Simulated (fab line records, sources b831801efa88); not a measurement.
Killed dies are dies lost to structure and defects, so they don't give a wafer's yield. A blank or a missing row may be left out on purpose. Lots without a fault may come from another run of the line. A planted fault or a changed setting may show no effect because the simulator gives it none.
fab line records | flow gf180mcu
record lots=5 wafers=15 last_day=33
route steps=602 shown TOP_METAL@586 PASSIVATION@587
lots that met no fault: from a run of the same line without faults
start_h: hours from the record's first day to the start of the lot's first wafer shown | wait_h: hours since the lot's step before | " the same as in the row above | L1.1+2: a row that stands for several wafers | - no value, or no start given | * or withheld: withheld | < > ~ a bound
route shown NAME@n: a module of which the file shows steps, and the number in the route of the first | usual: mean/standard deviation of fault-free wafers | same: alike in all rows | chamber/n: place in a boat | sites: the reading at each site | _std_site: their standard deviation | _edge_site: outer sites' mean less inner sites' | radius_mm: how far each site lies from the wafer's centre | mask NAME#n: copy n | behind: the tool/chamber that last shaped the wafer | hold: why the lot was held/for how many hours/how that ended | device: the transistor (n, p or np) that didn't switch | end of line: the same wafers' tests at the end of the route | a step without rows: its recipe alone | killed: dies lost to structure and defects at the first sort, not the wafer's yield | map: a wafer's dies, x killed, . not, _ none there
set.NAME: the setting as run; set.NAME@STEP: as run at that earlier step | model.NAME: the simulator's own value behind a step, which no gauge read
lots at some steps of the route; a table a step, a row a wafer
services: from which hour (start_h, from the record's first day; less than 0 if before it) a tool's chamber was out of use, for how many hours, and why
## steps
# step GF_TOP_METAL_CLEAN_19
# recipe chemistry=DIW dry=n2_spin
# step GF_PASSIVATION_CVD_00
# recipe material=SiO2 target_thk_nm=1000 precursor=TEOS temp_c=400 time_s=111.95 rf_w=600
# usual heater_power_w=646/70
# columns lot.wafer tool chamber start_h wait_h heater_power_w
L508.1 pecvd-04 1 681.18 0.0 621
L508.3 " 0 " " 667
L508.6 " 2 " " 571
L511.2 pecvd-02 0 709.43 0.0 636
L511.3 " 1 " " 682
L511.4 " 1 " " 556
L515.1 pecvd-04 0 733.09 0.0 735
L515.2 " 2 " " 704
L515.6 " 1 " " 625
L516.2 pecvd-04 0 739.58 0.0 649
L516.4 " 2 " " 707
L516.5 " 1 " " 697
L524.3 pecvd-02 1 786.64 0.0 695
L524.4 " 2 " " 663
L524.6 " 1 " " 539
# step GF_PASSIVATION_THK_MEAS_01
# recipe reads=SiO2_of_PASSIVATION_CVD_00
# usual PASSIVATION_CVD_00_THK=1002/12
# columns lot.wafer tool chamber start_h wait_h PASSIVATION_CVD_00_THK[nm]
L508.1 film_metro-02 - 681.26 0.0 998
L508.3 " - " " 998
L508.6 " - " " 1025
L511.2 film_metro-01 - 709.52 0.0 989
L511.3 " - " " 1003
L511.4 " - " " 1017
L515.1 film_metro-01 - 733.17 0.0 1005
L515.2 " - " " 1004
L515.6 " - " " 1018
L516.2 film_metro-02 - 739.67 0.0 990
L516.4 " - " " 1016
L516.5 " - " " 995
L524.3 film_metro-02 - 786.74 0.1 990
L524.4 " - " " 993
L524.6 " - " " 1013
# step GF_PASSIVATION_CVD_02
# recipe material=Si3N4 target_thk_nm=700 time_s=486.18 temp_c=400 rf_w=450
# usual heater_power_w=698/78
# columns lot.wafer tool chamber start_h wait_h heater_power_w
L508.1 pecvd-01 2 681.32 0.1 586
L508.3 " 1 " " 659
L508.6 " 0 " " 614
L511.2 pecvd-04 0 709.57 0.0 699
L511.3 " 1 " " 787
L511.4 " 2 " " 791
L515.1 pecvd-02 2 733.23 0.1 711
L515.2 " 0 " " 704
L515.6 " 1 " " 670
L516.2 pecvd-01 1 739.72 0.0 632
L516.4 " 1 " " 661
L516.5 " 0 " " 553
L524.3 pecvd-04 0 786.78 0.0 803
L524.4 " 0 " " 840
L524.6 " 1 " " 720
# step GF_PASSIVATION_THK_MEAS_03
# recipe reads=Si3N4_of_PASSIVATION_CVD_02
# usual PASSIVATION_CVD_02_THK=698/8
# columns lot.wafer tool chamber start_h wait_h PASSIVATION_CVD_02_THK[nm]
L508.1 film_metro-04 - 681.61 0.1 703
L508.3 " - " " 694
L508.6 " - " " 701
L511.2 film_metro-04 - 709.87 0.2 701
L511.3 " - " " 692
L511.4 " - " " 698
L515.1 film_metro-02 - 733.52 0.1 690
L515.2 " - " " 694
L515.6 " - " " 698
L516.2 film_metro-04 - 740.01 0.2 677
L516.4 " - " " 692
L516.5 " - " " 696
L524.3 film_metro-01 - 787.09 0.2 684
L524.4 " - " " 702
L524.6 " - " " 688
# step GF_PASSIVATION_DEHYDRATE_04
# recipe temp_c=200 time_s=60
# step GF_PASSIVATION_HMDS_05
# recipe prime_time_s=60 prime_temp_c=120
# step GF_PASSIVATION_COAT_06
# recipe spin_rpm=2000 resist_thk_nm=4000
# step GF_PASSIVATION_SOFTBAKE_07
# recipe temp_c=110 time_s=withheld
# step GF_PASSIVATION_EXPOSE_08
# recipe mask_id=Pad target_cd_nm=40000 na=0.57 dose_mj=310
# step GF_PASSIVATION_PEB_09
# recipe temp_c=115 time_s=withheld
# step GF_PASSIVATION_DEVELOP_10
# recipe develop_time_s=60 dev_temp_c=23
# step GF_PASSIVATION_ETCH_11
# recipe chemistry=CF4/O2 target_depth_nm=1800 stop_on=TiN source_w=800 bias_w=150 pressure_mtorr=150 cf4_flow_sccm=80 O2_flow_sccm=10 time_s=400
# usual drypump_motor_current_A=5.9/0.44 oes_product_au=0.963/0.0075 throttle_valve_pct=5.960/0.01
# columns lot.wafer tool chamber start_h wait_h drypump_motor_current_A oes_product_au rf_hours_counter_h throttle_valve_pct model.PASSIVATION.feature_depth_nm model.etch.depth_nm model.coat_of_PASSIVATION_COAT_06.thk_nm
L508.1 rie_diel-03 0 700.32 - 5.8 0.962 27 5.954 1701 1701 2811
L508.3 " 3 " " 5.6 0.953 53 5.957 1691 1691 2807
L508.6 " 2 " " 6.3 0.968 - 5.958 1726 1726 2796
L511.2 rie_diel-02 0 727.24 - 6.1 0.952 22 5.973 1690 1690 2797
L511.3 " 2 " " 5.7 0.954 10 5.960 1694 1694 2813
L511.4 " 3 " " 6.2 0.976 14 5.967 1716 1716 2799
L515.1 rie_diel-03 0 750.06 - 5.8 0.828 29 5.930 1298 1298 3131
L515.2 " 1 " " 6.5 0.955 15 5.956 1697 1697 2810
L515.6 " 3 " " 5.6 0.964 - 5.968 1717 1717 2781
L516.2 rie_diel-01 0 756.94 - 5.4 0.949 13 5.943 1667 1667 2801
L516.4 " 1 " " 5.2 0.967 1 5.958 1708 1708 2809
L516.5 " 0 " " 5.4 0.963 - 5.952 1692 1692 2802
L524.3 rie_diel-01 0 801.71 - 5.4 0.955 15 5.963 1673 1673 2822
L524.4 " 3 " " 5.2 0.963 18 5.948 1695 1695 2794
L524.6 " 3 " " 5.2 0.961 - 5.967 1702 1702 2806
# step GF_PASSIVATION_STRIP_12
# recipe chemistry=O2/N2 power_w=1400 pressure_mtorr=1500 platen_temp_c=250 o2_flow_sccm=3000 n2_flow_sccm=300 overash_fraction=0.5
# usual drypump_motor_current_A=5.9/0.38 heater_power_w=352/36 oes_product_au=0.719/0.0044 strip_time_to_endpoint_s=34.73/0.17
# columns lot.wafer tool chamber start_h wait_h drypump_motor_current_A heater_power_w oes_product_au rf_hours_counter_h strip_time_to_endpoint_s
L508.1 plasma_asher-03 1 700.55 0.1 5.8 406 0.717 83 34.90
L508.3 " 1 " " 5.9 397 0.722 - 34.87
L508.6 " 1 " " 5.8 392 0.720 - 34.73
L511.2 plasma_asher-04 1 727.48 0.1 6.5 336 0.714 64 34.74
L511.3 " 1 " " 6.5 337 0.729 - 34.94
L511.4 " 0 " " 6.0 292 0.722 - 34.76
L515.1 plasma_asher-03 1 750.29 0.1 5.9 400 0.720 88 38.58
L515.2 " 0 " " 5.4 384 0.718 88 34.91
L515.6 " 1 " " 5.9 395 0.719 - 34.55
L516.2 plasma_asher-01 0 757.18 0.1 6.2 375 0.719 36 34.79
L516.4 " 1 " " 5.4 329 0.717 - 34.88
L516.5 " 0 " " 6.3 370 0.713 - 34.79
L524.3 plasma_asher-03 0 801.99 0.2 5.4 381 0.710 - 35.03
L524.4 " 1 " " 5.9 393 0.716 - 34.72
L524.6 " 1 " " 5.8 403 0.717 - 34.86
# step GF_PASSIVATION_ANNEAL_13
# recipe temp_c=400 time_s=1800 ambient=N2/H2 idle_temp_c=300 ramp_up_c_per_min=10 ramp_down_c_per_min=3
# step GF_PASSIVATION_PROBE_99
# columns lot.wafer tool chamber start_h wait_h model.etest.iso_nwell_nwell.under_floor model.etest.diode_nplus_pwell.under_floor model.etest.nmos_6p0_turned.open model.etest.pwell_in_dnwell.open model.etest.nldd_3p3.open model.etest.nmos_3p3.open model.etest.diode_pplus_nwell_6v.under_floor model.etest.nmos_6p0_nat.under_floor
L508.1+3+6 prober-01 - 702.27 0.1 0 0 0 0 0 0 0 0
L511.2+3+4 prober-02 - 729.25 0.1 0 0 0 0 0 0 0 0
L515.1 prober-02 - 752.01 0.1 1 1 1 1 1 1 1 1
L515.2+6 prober-02 - 752.06 0.1 0 0 0 0 0 0 0 0
L516.2+4+5 prober-01 - 758.95 0.1 0 0 0 0 0 0 0 0
L524.3+4+6 prober-01 - 803.77 0.2 0 0 0 0 0 0 0 0
# killed by level:class
L508.1 M1:geometric_particle:short=6 V1:geometric_particle:open=6 V3:geometric_particle:open=6 V5:geometric_particle:open=5 CONTACT:geometric_particle:open=3 V1:geometric_particle:short=3 V2:geometric_particle:open=3 V4:geometric_particle:open=3
L508.3 V4:geometric_particle:open=5 CONTACT:geometric_particle:open=5 V1:geometric_particle:open=4 V2:geometric_particle:open=4 V2:geometric_particle:short=4 M3:geometric_particle:short=3 V3:geometric_particle:short=3 V3:geometric_particle:open=3
L508.6 V1:geometric_particle:open=5 V5:geometric_particle:open=4 V2:geometric_particle:short=4 V2:geometric_particle:open=4 CONTACT:geometric_particle:open=3 M1:geometric_particle:short=2 V4:geometric_particle:open=2 V4:geometric_particle:short=2
L511.2 V4:geometric_particle:open=8 CONTACT:geometric_particle:open=4 V1:geometric_particle:open=4 V5:geometric_particle:short=4 V5:geometric_particle:open=4 POLY_GATE:geometric_particle:open=3 V3:geometric_particle:open=3 STI:geometric_particle:short=2
L511.3 V4:geometric_particle:open=6 V5:geometric_particle:open=5 CONTACT:geometric_particle:open=3 V1:geometric_particle:open=3 V2:geometric_particle:open=3 M3:geometric_particle:short=3 V3:geometric_particle:open=3 STI:geometric_particle:short=2
L511.4 V3:geometric_particle:open=6 CONTACT:geometric_particle:open=5 M3:geometric_particle:short=4 STI:geometric_particle:open=3 V4:geometric_particle:open=3 V5:geometric_particle:open=3 M1:geometric_particle:short=2 V1:geometric_particle:open=2
L516.2 STI:geometric_particle:short=6 V4:geometric_particle:open=5 V1:geometric_particle:open=4 M2:geometric_particle:short=4 POLY_GATE:geometric_particle:open=3 CONTACT:geometric_particle:open=3 V2:geometric_particle:open=3 STI:geometric_particle:open=2
L516.4 STI:geometric_particle:open=5 V3:geometric_particle:open=4 V5:geometric_particle:open=4 M1:geometric_particle:short=3 V1:geometric_particle:open=3 M3:geometric_particle:short=3 CONTACT:geometric_particle:short=2 M1:geometric_particle:open=2
L516.5 V4:geometric_particle:open=7 V3:geometric_particle:open=6 V3:geometric_particle:short=5 V5:geometric_particle:open=5 CONTACT:geometric_particle:open=4 STI:geometric_particle:open=3 STI:geometric_particle:short=3 M2:geometric_particle:short=3
L524.3 CONTACT:geometric_particle:open=13 V2:geometric_particle:open=5 V3:geometric_particle:open=5 M2:geometric_particle:short=4 V3:geometric_particle:short=4 V5:geometric_particle:open=4 V5:geometric_particle:short=3 V4:geometric_particle:short=3
L524.4 V2:geometric_particle:open=7 CONTACT:geometric_particle:open=5 V1:geometric_particle:short=5 STI:geometric_particle:short=4 V3:geometric_particle:open=4 V1:geometric_particle:open=4 V5:geometric_particle:open=4 STI:geometric_particle:open=3
L524.6 V1:geometric_particle:open=8 V2:geometric_particle:open=8 V5:geometric_particle:open=6 V3:geometric_particle:open=5 CONTACT:geometric_particle:short=4 V5:geometric_particle:short=4 CONTACT:geometric_particle:open=3 M1:geometric_particle:short=3
## services
# columns tool chamber start_h hours kind
plasma_asher-01 - 667.04 1.1 repair
pecvd-01 1 671.08 5.8 repair
plasma_asher-04 - 689.54 4.9 repair
rie_diel-02 - 690.86 0.9 repair
rie_diel-02 - 698.44 0.3 repair
rie_diel-03 - 710.30 14.6 pm
rie_diel-01 1 710.64 - clean
rie_diel-01 1 710.64 27.9 scheduled_down
rie_diel-01 1 710.64 27.9 vent_cycle
plasma_asher-01 - 715.14 7.2 repair
pecvd-04 - 716.44 6.0 pm
rie_diel-03 3 727.03 - clean
rie_diel-03 - 730.12 0.3 repair
plasma_asher-04 - 739.61 2.2 repair
plasma_asher-01 - 752.11 0.4 repair
pecvd-01 - 759.47 2.1 repair
rie_diel-02 3 769.61 9.0 repair
rie_diel-03 0 776.37 6.9 repair
plasma_asher-01 - 778.26 0.7 repair
rie_diel-02 - 783.63 1.8 repair
rie_diel-01 2 789.35 2.6 repair
pecvd-01 - 799.38 14.0 pm
rie_diel-03 2 801.10 5.8 repair
plasma_asher-01 - 801.69 14.6 pm
## key
first_sign step=GF_PASSIVATION_ETCH_11 reading=oes_product_au direction=down sigmas=18 usual=0.963 struck=0.828
effect step=GF_PASSIVATION_STRIP_12 reading=strip_time_to_endpoint_s direction=up sigmas=22 usual=* struck=*
model_effect step=GF_PASSIVATION_ETCH_11 value=PASSIVATION.feature_depth_nm without=1695 struck=1298
model_effect step=GF_PASSIVATION_PROBE_99 value=etest.iso_nwell_nwell.under_floor without=0 struck=1
met_at GF_PASSIVATION_ETCH_11
struck_wafers L515.1
later_rows_left_out L515.1
sort_left_out L515.1
onset_between 700.32 750.06
fault kind=process_parameter_drift tool=rie_diel-03 chamber=0 onset_h=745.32 steps=GF_PASSIVATION_ETCH_11 channel=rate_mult offset=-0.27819 shape=step end_h=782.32
# sort_left_out: the simulated sort isn't trusted on such a fault, so these wafers' sort isn't shown, and their yield isn't known
# later_rows_left_out: the simulator's readings of these wafers behind a module that went badly wrong aren't trusted and aren't shown, but for the sort
